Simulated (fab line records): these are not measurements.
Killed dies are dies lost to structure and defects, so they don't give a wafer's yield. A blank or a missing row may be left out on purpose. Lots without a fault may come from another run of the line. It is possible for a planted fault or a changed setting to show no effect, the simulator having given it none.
Which tool did it? | flow sky130 | 6 lots, 18 wafers sampled, at 1 step of a route of 708

## WHAT THE GAUGES READ, wafer by wafer
SKY_VT_ADJUST_HVTR_CD_MEAS_07 targets a cd of 380 nm.
lot  | measured     | on        | cd-nm (nm)
L648 | day 9 21:48  | cd-sem-02 | 379.5 381.5 383.0
L651 | day 10 18:02 | cd-sem-02 | 380.1 380.2 381.9
L654 | day 11 21:41 | cd-sem-01 | 380.9 379.4 381.8
L659 | day 13 06:03 | cd-sem-01 | 377.9 379.8 380.6
L662 | day 14 01:01 | cd-sem-01 | 381.5 377.4 380.3
L665 | day 15 02:02 | cd-sem-02 | 378.7 378.8 379.9

## WHICH TOOL RAN EACH LOT (tool, then ch and the chambers of the sampled wafers, then the start)
There is no process step in the record ahead of these readings.

## THE ANSWER, worked out from the rows above alone
Rule: the usual values come from the lots themselves. The widest of any qualifying gaps counts: lots, ordered by their means at a reading, are off when they make up no more than a third of the lots, leave a main group of 4 or more, and stand apart from it by 3 or more times the standard deviation of that group's means. The tables above print the reading to a certain number of digits; a main group whose means all agree to those digits is not used. Also off: a lot with no number at a reading for which 4 or more lots have one. The other lots that the step has rows for count as sound.
Nothing can be told from this: no lot is off at any reading shown.

## WHAT THE SIMULATOR HAD PUT IN
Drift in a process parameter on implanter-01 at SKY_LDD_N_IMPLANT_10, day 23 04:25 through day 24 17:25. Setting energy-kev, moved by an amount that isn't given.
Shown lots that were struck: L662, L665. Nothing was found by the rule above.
